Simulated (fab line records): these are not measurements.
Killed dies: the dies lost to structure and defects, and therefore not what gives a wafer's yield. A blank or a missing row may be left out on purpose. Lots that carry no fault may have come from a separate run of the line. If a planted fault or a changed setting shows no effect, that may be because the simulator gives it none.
Which tool did it?	flow sky130	24 lots with 72 wafers sampled at 6 steps, on a route of 708 steps

== WHAT THE GAUGES READ, wafer by wafer ==
SKY_VT_ADJUST_HVTP_OVL_MEAS_08. Usual: VT_ADJUST_HVTP_OVL gives 0.6 nm (standard deviation 1.5).
lot	measured	on	VT_ADJUST_HVTP_OVL (nm)	flag
L074	day 5 22:26	overlay-01	2.5 2.5 0.8	
L075	day 6 04:22	overlay-02	-1.4 -0.5 -2.6	
L076	day 6 15:28	overlay-02	1.8 3.4 0.3	
L077	day 6 16:11	overlay-01	1.9 2.6 2.3	
L078	day 6 23:08	overlay-01	0.7 1.6 0.3	
L079	day 7 09:08	overlay-01	-0.6 -1.5 -0.6	
L080	day 7 15:14	overlay-02	0.1 -0.3 -0.8	
L081	day 7 18:47	overlay-02	1.8 2.2 1.9	
L082	day 8 01:42	overlay-01	0.3 -0.1 0.4	
L083	day 8 11:53	overlay-02	0.2 -1.6 0.1	
L084	day 8 14:41	overlay-02	-0.9 -2.5 -2.0	
L085	day 8 18:31	overlay-02	-1.5 -0.5 -2.2	
L086	day 9 01:53	overlay-02	1.9 0.4 2.2	
L087	day 9 14:35	overlay-02	-0.5 -0.9 -0.2	
L088	day 9 18:04	overlay-02	3.0 1.0 0.8	
L089	day 10 01:26	overlay-02	3.2 3.9 4.9	
L090	day 10 08:59	overlay-02	-0.8 -0.9 -2.6	
L092	day 11 04:14	overlay-01	-0.5 0.7 2.7	
L091	day 11 04:55	overlay-02	1.0 0.6 1.2	
L093	day 11 08:22	overlay-01	0.0 4.3 1.2	
L095	day 11 13:53	overlay-02	1.2 1.3 1.0	
L094	day 11 14:35	overlay-02	0.9 1.2 1.4	
L096	day 11 23:29	overlay-02	0.1 0.9 2.3	
L097	day 12 07:11	overlay-02	0.7 0.5 -0.6	

SKY_METAL2_RS_MEAS_05: uses a four-point probe to measure. Usual: METAL2_ALCU_RS gives 0.1265 ohm/sq (standard deviation 0.0015).
lot	measured	on	METAL2_ALCU_RS (ohm/sq)	flag
L074	day 33 19:43	film metro-03	0.1237 0.1243 0.1242	
L075	day 34 05:37	film metro-04	0.1277 0.1265 0.1256	
L076	day 34 16:22	film metro-02	0.1267 0.1285 0.1265	
L077	day 34 16:56	film metro-04	0.1289 0.1262 0.1269	
L078	day 35 01:58	film metro-02	0.1271 0.1257 0.1272	
L079	day 35 16:02	film metro-02	0.1272 0.1292 0.1279	
L080	day 35 18:57	film metro-04	0.1268 0.1271 0.1259	
L081	day 36 02:20	film metro-04	0.1287 0.1287 0.1275	
L082	day 36 06:24	film metro-02	0.1267 0.1279 0.1274	
L083	day 36 23:32	film metro-04	0.1251 0.1261 0.1269	
L084	day 37 04:38	film metro-03	0.1251 0.1246 0.1264	
L085	day 37 05:08	film metro-04	0.1263 0.1266 0.1269	
L086	day 37 20:24	film metro-02	0.1268 0.1273 0.1254	
L087	day 38 03:17	film metro-04	0.1282 0.1253 0.1261	
L088	day 38 08:05	film metro-04	0.1258 0.1289 0.1280	
L089	day 40 00:29	film metro-02	0.1268 0.1264 0.1273	
L090	day 40 04:57	film metro-02	0.1280 0.1291 0.1283	
L092	day 40 06:23	film metro-02	0.1275 0.1262 0.1265	
L091	day 40 08:46	film metro-04	0.1229 0.1245 0.1237	
L093	day 40 08:27	film metro-03	0.1278 0.1266 0.1262	
L095	day 40 09:44	film metro-04	0.1243 0.1250 0.1230	
L094	day 40 10:41	film metro-02	0.1250 0.1273 0.1278	
L096	day 40 13:25	film metro-03	0.1279 0.1301 0.1252	
L097	day 40 21:04	film metro-03	0.1257 0.1258 0.1261	

SKY_METAL3_CD_MEAS_13 targets a cd of 300 nm. Usual: cd nm 299.6 nm, standard deviation 1.7.
lot	measured	on	cd nm (nm)	flag
L074	day 38 04:52	cd sem-01	297.2 298.7 297.8	
L075	day 38 12:07	cd sem-02	301.1 299.6 298.9	
L076	day 39 02:01	cd sem-02	303.1 302.9 301.9	
L077	day 39 02:23	cd sem-02	299.2 300.6 301.1	
L078	day 39 10:04	cd sem-02	301.0 300.1 300.5	
L079	day 39 20:55	cd sem-02	299.4 299.1 298.1	
L080	day 39 23:14	cd sem-02	296.4 296.9 296.7	
L081	day 40 07:33	cd sem-02	299.5 300.0 298.1	
L082	day 40 11:54	cd sem-01	298.0 298.9 298.1	
L083	day 41 00:13	cd sem-01	298.6 297.6 297.6	
L084	day 41 07:42	cd sem-02	300.6 300.2 301.9	
L085	day 41 08:46	cd sem-01	301.2 301.2 299.5	
L086	day 41 23:11	cd sem-02	300.6 299.4 300.2	
L087	day 42 07:50	cd sem-01	296.3 298.4 298.0	
L088	day 42 11:34	cd sem-02	300.6 301.4 300.3	
L089	day 43 23:31	cd sem-02	297.9 297.7 297.7	
L090	day 44 02:18	cd sem-01	298.8 300.1 297.9	
L092	day 44 05:02	cd sem-01	302.3 303.3 301.0	
L091	day 44 08:57	cd sem-01	299.7 299.8 297.9	
L093	day 44 07:37	cd sem-01	303.0 301.7 302.2	
L095	day 44 09:38	cd sem-02	300.1 298.0 300.4	
L094	day 44 09:41	cd sem-01	300.3 300.6 300.2	
L096	day 44 12:52	cd sem-02	299.4 299.6 300.2	
L097	day 44 19:23	cd sem-01	296.9 297.9 298.1	

== WHAT TOOL EACH LOT RAN ON (gives the tool, then ch and the chambers of the sampled wafers, and finally the start) ==
lot	SKY_VT_ADJUST_PCH_STRIP_09	SKY_SONOS_ONO_ETCH_15	SKY_METAL2_ETCH_18
L074	plasma asher-03 ch 0,1, day 10 03:47	rie diel-03 ch 2,3, day 12 09:01	rie metal-03 ch 0,1, day 34 22:30
L075	plasma asher-02 ch 0,1, day 10 09:33	rie diel-01 ch 0,1,2, day 12 13:40	rie metal-03 ch 0,1, day 35 07:51
L076	plasma asher-01 ch 0,1, day 11 02:05	rie diel-03 ch 0,1,2, day 13 11:04	rie metal-04 ch 0,1, day 35 18:41
L077	plasma asher-03 ch 0,1, day 11 02:20	rie diel-01 ch 0,3, day 13 11:22	rie metal-03 ch 0,1, day 35 19:56
L078	plasma asher-03 ch 0,1, day 11 09:05	rie diel-01 ch 0,1, day 13 15:58	rie metal-03 ch 0,1, day 36 05:19
L079	plasma asher-02 ch 0,1, day 11 22:56	rie diel-01 ch 0,2,3, day 14 07:55	rie metal-04 ch 1, day 36 18:38
L080	plasma asher-03 ch 0,1, day 12 03:49	rie diel-01 ch 0,2,3, day 14 11:01	rie metal-03 ch 0,1, day 36 20:46
L081	plasma asher-01 ch 0,1, day 12 10:23	rie diel-03 ch 2,3, day 14 18:40	rie metal-03 ch 0,1, day 37 04:35
L082	plasma asher-03 ch 0,1, day 12 17:52	rie diel-02 ch 1,2, day 15 04:34	rie metal-03 ch 0,1, day 37 07:58
L083	plasma asher-02 ch 0,1, day 13 05:55	rie diel-01 ch 0,1,2, day 15 19:10	rie metal-02 ch 0,1, day 37 23:13
L084	plasma asher-02 ch 0,1, day 13 10:14	rie diel-01 ch 0,2,3, day 15 21:49	rie metal-02 ch 0,1, day 38 03:58
L085	plasma asher-01 ch 0,1, day 13 15:00	rie diel-01 ch 0,1,2, day 16 02:28	rie metal-02 ch 0,1, day 38 04:53
L086	plasma asher-02 ch 0,1, day 13 23:20	rie diel-01 ch 0,1, day 16 17:13	rie metal-02 ch 0,1, day 38 18:03
L087	plasma asher-01 ch 0,1, day 14 14:56	rie diel-03 ch 1,2,3, day 17 02:52	rie metal-04 ch 0,1, day 39 04:36
L088	plasma asher-02 ch 0,1, day 14 20:20	rie diel-03 ch 0,2,3, day 17 10:22	rie metal-03 ch 0,1, day 39 08:27
L089	plasma asher-02 ch 0, day 15 02:59	rie diel-01 ch 1,2, day 17 18:58	rie metal-02 ch 0,1, day 41 00:05
L090	plasma asher-03 ch 0,1, day 15 13:28	rie diel-03 ch 2,3, day 18 04:10	rie metal-03 ch 0,1, day 41 04:37
L092	plasma asher-01 ch 0,1, day 16 13:56	rie diel-02 ch 0,1,2, day 19 08:40	rie metal-04 ch 1, day 41 06:38
L091	plasma asher-02 ch 0,1, day 16 15:23	rie diel-03 ch 0,1,3, day 19 10:01	rie metal-02 ch 0,1, day 41 08:48
L093	plasma asher-03 ch 0,1, day 16 19:02	rie diel-03 ch 0,2,3, day 19 14:10	rie metal-04 ch 0,1, day 41 08:44
L095	plasma asher-01 ch 0,1, day 17 00:59	rie diel-03 ch 1,3, day 19 19:16	rie metal-03 ch 0, day 41 09:51
L094	plasma asher-01 ch 1, day 17 01:50	rie diel-03 ch 0,2,3, day 19 20:41	rie metal-02 ch 0,1, day 41 10:32
L096	plasma asher-01 ch 0,1, day 17 13:38	rie diel-02 ch 0,3, day 20 08:16	rie metal-03 ch 0,1, day 41 13:09
L097	plasma asher-01 ch 0,1, day 18 00:29	rie diel-03 ch 1,2,3, day 20 22:28	rie metal-04 ch 0,1, day 41 20:29
- SKY_VT_ADJUST_PCH_STRIP_09: strips in O2/N2.
- SKY_SONOS_ONO_ETCH_15: etches the open film in CHF3/O2, target depth 19.52 nm, time 7.8 s.
- SKY_METAL2_ETCH_18: etches BARC in N2/H2, stops on SiO2, time 45.9 s, target depth 60 nm.

== WHAT THE TOOLS THEMSELVES READ (means of the sampled wafers that have a number; where no wafer has one, the mark that the record gives instead) ==
SKY_VT_ADJUST_PCH_STRIP_09. Usual: drypump motor current A 5.4 A, standard deviation 0.34; oes product au 0.723 a.u., standard deviation 0.0044; strip time to endpoint s 36.98 s, standard deviation 0.12.
lot	tool	drypump motor current A (A)	oes product au (a.u.)	strip time to endpoint s (s)	flag
L074	plasma asher-03	5.5	0.728	36.92	
L075	plasma asher-02	5.7	0.719	36.78	
L076	plasma asher-01	5.3	0.720	36.91	
L077	plasma asher-03	5.5	0.723	36.93	
L078	plasma asher-03	5.5	0.723	36.81	
L079	plasma asher-02	5.7	0.725	36.93	
L080	plasma asher-03	5.5	0.722	37.06	
L081	plasma asher-01	5.3	0.726	36.91	
L082	plasma asher-03	5.2	0.720	36.85	
L083	plasma asher-02	5.7	0.721	36.75	
L084	plasma asher-02	5.8	0.724	36.97	
L085	plasma asher-01	5.2	0.726	36.94	
L086	plasma asher-02	5.7	0.726	37.02	
L087	plasma asher-01	5.3	0.725	37.11	
L088	plasma asher-02	5.6	0.725	36.90	
L089	plasma asher-02	5.8	0.722	36.93	
L090	plasma asher-03	5.5	0.719	37.19	
L092	plasma asher-01	5.3	0.726	37.11	
L091	plasma asher-02	5.7	0.724	36.97	
L093	plasma asher-03	5.2	0.722	37.10	
L095	plasma asher-01	5.4	0.724	36.98	
L094	plasma asher-01	5.3	0.726	37.19	
L096	plasma asher-01	5.3	0.722	37.12	
L097	plasma asher-01	5.3	0.723	36.92	

SKY_SONOS_ONO_ETCH_15. Usual: drypump motor current A 5.6 A, standard deviation 0.5; oes product au 0.998 a.u., standard deviation 0.012; throttle valve pct 8.824 %, standard deviation 0.0088.
lot	tool	drypump motor current A (A)	oes product au (a.u.)	throttle valve pct (%)	flag
L074	rie diel-03	6.0	0.995	8.824	
L075	rie diel-01	5.2	1.011	8.829	
L076	rie diel-03	5.9	0.990	8.819	
L077	rie diel-01	6.0	0.994	8.822	
L078	rie diel-01	5.2	1.003	8.828	
L079	rie diel-01	5.6	0.995	8.827	
L080	rie diel-01	5.6	1.008	8.827	
L081	rie diel-03	5.7	1.003	8.828	
L082	rie diel-02	5.6	1.005	8.829	
L083	rie diel-01	5.2	1.005	8.820	
L084	rie diel-01	5.6	1.001	8.830	
L085	rie diel-01	5.3	1.005	8.822	
L086	rie diel-01	5.2	1.005	8.820	
L087	rie diel-03	5.8	1.000	8.813	
L088	rie diel-03	5.8	0.989	8.823	
L089	rie diel-01	4.8	1.007	8.831	
L090	rie diel-03	6.1	0.987	8.824	
L092	rie diel-02	5.5	1.002	8.814	
L091	rie diel-03	5.5	0.996	8.818	
L093	rie diel-03	5.8	0.981	8.817	
L095	rie diel-03	5.5	0.996	8.815	
L094	rie diel-03	5.8	0.988	8.827	
L096	rie diel-02	5.6	1.010	8.824	
L097	rie diel-03	5.8	0.986	8.828	

SKY_METAL2_ETCH_18. Usual: drypump motor current A 5.91 A, standard deviation 0.29; h2 flow sccm 199.9 sccm, standard deviation 0.57; oes product au 0.854 a.u., standard deviation 0.0046; throttle valve pct 13.224 %, standard deviation 0.0093.
lot	tool	drypump motor current A (A)	h2 flow sccm (sccm)	oes product au (a.u.)	throttle valve pct (%)	flag
L074	rie metal-03	6.22	199.8	0.852	13.228	
L075	rie metal-03	6.19	200.2	0.856	13.220	
L076	rie metal-04	5.91	200.7	0.857	13.214	
L077	rie metal-03	6.19	200.1	0.854	13.220	
L078	rie metal-03	6.21	199.6	0.855	13.225	
L079	rie metal-04	6.02	200.3	0.857	13.225	
L080	rie metal-03	6.19	199.7	0.854	13.225	
L081	rie metal-03	6.03	199.8	0.849	13.222	
L082	rie metal-03	6.03	199.7	0.856	13.224	
L083	rie metal-02	5.58	200.2	0.853	13.227	
L084	rie metal-02	5.60	199.8	0.856	13.223	
L085	rie metal-02	5.67	200.1	0.850	13.218	
L086	rie metal-02	5.59	200.1	0.856	13.226	
L087	rie metal-04	5.92	200.3	0.853	13.224	
L088	rie metal-03	6.22	199.8	0.852	13.217	
L089	rie metal-02	5.58	200.0	0.856	13.230	
L090	rie metal-03	6.17	199.8	0.853	13.216	
L092	rie metal-04	6.03	200.3	0.858	13.227	
L091	rie metal-02	5.65	200.2	0.854	13.219	
L093	rie metal-04	5.91	199.4	0.857	13.218	
L095	rie metal-03	6.37	200.0	0.853	13.228	
L094	rie metal-02	5.60	199.9	0.854	13.221	
L096	rie metal-03	6.02	199.3	0.856	13.221	
L097	rie metal-04	5.78	200.4	0.856	13.227	

== THE ANSWER, worked out from the rows above alone ==
Rule: take the mean of a lot's wafers that have a number; if it is more than 3 standard deviations from the usual mean, the lot is off. Also off: a lot with no number at a reading for which 4 or more lots have one. Where the step has rows for the other lots, those lots are counted as sound. First the gauges in route order, then the tools' own readings, where a lot's mean is used as printed above. The first step at which some lot is off is used, and at that step the reading that is off furthest; a lot without a number counts as furthest.
None of the lots is off at any reading shown; this tells nothing.

== WHAT HAD BEEN PUT IN BY THE SIMULATOR ==
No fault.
